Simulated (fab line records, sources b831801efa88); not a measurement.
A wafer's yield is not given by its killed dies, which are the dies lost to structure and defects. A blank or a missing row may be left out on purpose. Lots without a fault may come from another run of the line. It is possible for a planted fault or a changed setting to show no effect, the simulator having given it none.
A struck lot beside a sound one	flow sky130	14 steps out of a route of 708
Sound: the wafers L197.1, L197.3, L197.6. The struck wafers were L187.1, L187.2, L187.6. Last of all comes the cause.
Per side, at each step with rows, come the tool, then ch with its chambers, and then its first start. Under that, the readings that differ: sound wafers	struck wafers	difference of the means	sigmas: that difference in standard deviations of wafers without a fault.
alike: same words and numbers on both sides, and readings whose means sit less than 2 such deviations apart. not compared: any withheld reading, any reading some wafer has no value for, any bound like >300 that may hide the same value, and any number with overlapping values for which the record gives no deviation.
The two part at a step that has a row with sigmas, a row that says differs or no value, or rows on one side only. Non-overlapping numbers with no deviation appear without sigmas and do not part them. A reading that every wafer of one side lacks parts them only if that side has two wafers or more.

first, 4 steps without rows for these wafers: SKY_LDD_LDN_SOFTBAKE_03 (time 60 s); SKY_LDD_LDN_EXPOSE_04 (exposes mask LDNTM, target cd 700 nm); SKY_LDD_LDN_PEB_05; SKY_LDD_LDN_DEVELOP_06 (develop time 57.14 s).
SKY_LDD_LDN_OVL_MEAS_07:
  struck on overlay-01, day 25 06:35; sound on overlay-01, day 29 05:22
  alike: LDD_LDN_OVL
then, 4 steps without rows for these wafers: SKY_LDD_LDN_IMPLANT_08; SKY_LDD_LDN_IMPLANT_09; SKY_LDD_LDN_IMPLANT_10; SKY_LDD_LDN_IMPLANT_11.
SKY_LDD_LDN_STRIP_12: strips in O2/N2.
  sound on plasmaAsher-01 ch 0,1, day 29 06:01; struck on plasmaAsher-02 ch 0,1, day 25 07:13
  alike: drypumpMotorCurrentA, oesProductAu, stripTimeToEndpointS
  not compared: rfHoursCounterH
SKY_LDD_LDN_TW_MEAS_13:
  struck on filmMetro-02, day 25 07:19; sound on filmMetro-03, day 29 06:07
  alike: LDD_LDN_TW
then, 1 step without rows for these wafers: SKY_LDD_LDN_CLEAN_14 (cleans in SC1/SC2, time 150 s).
SKY_SPACER_CVD_00: deposits Si3N4 from DCS/NH3, target thk 43.1 nm, time 740 s.
  sound on lpcvd-02 ch 0, day 29 07:56; struck on lpcvd-02 ch 1, day 25 07:29
  no value came back on the struck wafers for any of 5 readings (pressureMtorr (mTorr), spikeTcBottomC (C) and others); on the sound wafers pressureMtorr (mTorr) reads 250.3 250.2 249.6
SKY_PAD_OPEN_PROBE_99:
  rows exist in the record for the sound wafers here (prober-02, day 50 00:22), none for the struck ones

## WHERE THEY PART
At SKY_SPACER_CVD_00 first; at SKY_PAD_OPEN_PROBE_99 last (within this record only).

WHY: what had been put in by the simulator
Entire step skipped (lpcvd-02, SKY_SPACER_CVD_00), from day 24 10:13 onward. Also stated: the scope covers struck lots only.
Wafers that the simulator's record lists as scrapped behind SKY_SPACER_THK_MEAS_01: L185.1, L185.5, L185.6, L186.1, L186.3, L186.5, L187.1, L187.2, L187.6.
